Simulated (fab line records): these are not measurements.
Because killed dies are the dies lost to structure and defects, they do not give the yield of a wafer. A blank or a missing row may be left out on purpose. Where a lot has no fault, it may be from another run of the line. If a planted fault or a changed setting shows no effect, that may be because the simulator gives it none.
Lot-split experiment | flow gf180mcu | 5 lots, 23 wafers read, on a route of 602 steps

SPLIT DETAILS
At GF_M2_SPUTTER_02 (material AlCu, target thk 450 nm, time 23.9 s), the setting power-w was moved away from the recipe's 10600 W on 8 of the 23 wafers read, by -6.7% to +10.9%. The other wafers ran this setting at the recipe's value.

FROM THE SPLIT TO THE READING: what the file shows between them, 3 steps
- GF_M2_SPUTTER_03: material Ti, target thk 10 nm, time 6.7 s
- GF_M2_SPUTTER_04: material TiN, target thk 50 nm, time 41.7 s
- GF_M2_RS_MEAS_05: measures by four-point-probe

THE READING
M2_ALCU_THK, in nm, at GF_M2_THK_MEAS_06 (measures by xrf). On this fab line, fault-free wafers typically give 450 nm with a standard deviation of 4.3 nm.

wafer  | tool, chamber at the split | power-w as run, W | against the recipe | M2_ALCU_THK, nm | against lot-mates on the recipe
L074.1 | pvd-sputter-03, -          | 10600             | recipe             | 453             | -
L074.2 | pvd-sputter-03, -          | 10600             | recipe             | 446             | -
L074.3 | pvd-sputter-03, -          | 10600             | recipe             | 455             | -
L074.4 | pvd-sputter-03, -          | 10600             | recipe             | 450             | -
L074.6 | pvd-sputter-03, -          | 10600             | recipe             | 452             | -
L077.1 | pvd-sputter-04, -          | 11760             | +10.9%             | 501             | +46
L077.2 | pvd-sputter-04, -          | 11760             | +10.9%             | 503             | +48
L077.4 | pvd-sputter-04, -          | 10600             | recipe             | 454             | -
L077.5 | pvd-sputter-04, -          | 10600             | recipe             | 455             | -
L077.6 | pvd-sputter-04, -          | 11760             | +10.9%             | 501             | +46
L081.2 | pvd-sputter-01, -          | 10600             | recipe             | 450             | -
L081.4 | pvd-sputter-01, -          | 10600             | recipe             | 457             | -
L081.6 | pvd-sputter-01, -          | 10600             | recipe             | 455             | -
L082.1 | pvd-sputter-03, -          | 10600             | recipe             | 457             | -
L082.3 | pvd-sputter-03, -          | 11660             | +10.0%             | 498             | +44
L082.4 | pvd-sputter-03, -          | 10600             | recipe             | 456             | -
L082.5 | pvd-sputter-03, -          | 11660             | +10.0%             | 504             | +50
L082.6 | pvd-sputter-03, -          | 10600             | recipe             | 450             | -
L085.1 | pvd-sputter-01, -          | 9893              | -6.7%              | 411             | -34
L085.2 | pvd-sputter-01, -          | 9893              | -6.7%              | 415             | -30
L085.3 | pvd-sputter-01, -          | 10600             | recipe             | 449             | -
L085.4 | pvd-sputter-01, -          | 9893              | -6.7%              | 413             | -32
L085.6 | pvd-sputter-01, -          | 10600             | recipe             | 442             | -

THE FIT
A straight line over all 23 wafers: M2_ALCU_THK changes by +4.96 nm for each +1% of power-w; r = +0.99; the points scatter about the line by 4.4 nm.
The same after taking each lot's own level away (the mean of its wafers on the recipe; 23 wafers): +4.55 nm for each +1%; r = +0.99; scatter 3 nm.
That fit puts the effect of the largest move of power-w on the reading at 50 nm.
From 445.5 to 454.5 nm: that is the span of the lots' own levels, equal to 2.1 times the standard deviation above.
So the lot-to-lot level changes the slope little: the two slopes agree.
Check: for one of the wafers moved furthest among these (+10.9%), held out of the fit, the line's prediction against its lot-mates is +49.8 nm. Against them it came out at +46.5 nm.

OTHER SPLITS ON THESE WAFERS
Note: prior to the reading, these wafers also went through further splits. Each is held against what the fit with the lots' levels taken away leaves over:
other split on the same wafers       | wafers away from the commonest value | r with M2_ALCU_THK (lot level and that fit taken away)
GF_M1_SPUTTER_01 power-w             | 5                                    | -0.27
GF_M1_EXPOSE_11 dose-mj              | 9                                    | +0.01
GF_M1_METAL_ETCH_16 bias-w           | 6                                    | +0.25
GF_V1_COAT_09 resist-thk-nm          | 8                                    | -0.08
GF_V1_SPUTTER_21 chamber-pressure-pa | 15                                   | -0.01

THE WHOLE CHAIN: every reading that the file lists as answering this split, in the file's order
step              | what it does                                  | reading                                                                       | change (the file's fit)               | r (the file's)
GF_M2_SPUTTER_02  | material AlCu, target thk 450 nm, time 23.9 s | AlCu_of_M2_SPUTTER_02.thk-nm (the simulator's own value, which no gauge read) | +4.56 nm for each +1% of the setting  | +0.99
GF_M2_RS_MEAS_05  | measures by four-point-probe                  | M2_ALCU_RS                                                                    | -0.000654 for each +1% of the setting | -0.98
GF_M2_THK_MEAS_06 | measures by xrf                               | M2_ALCU_THK                                                                   | +4.55 for each +1% of the setting     | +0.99

FILE'S OWN FIT
M2_ALCU_THK changes by +4.55 nm for each +1% of power-w, r = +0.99.
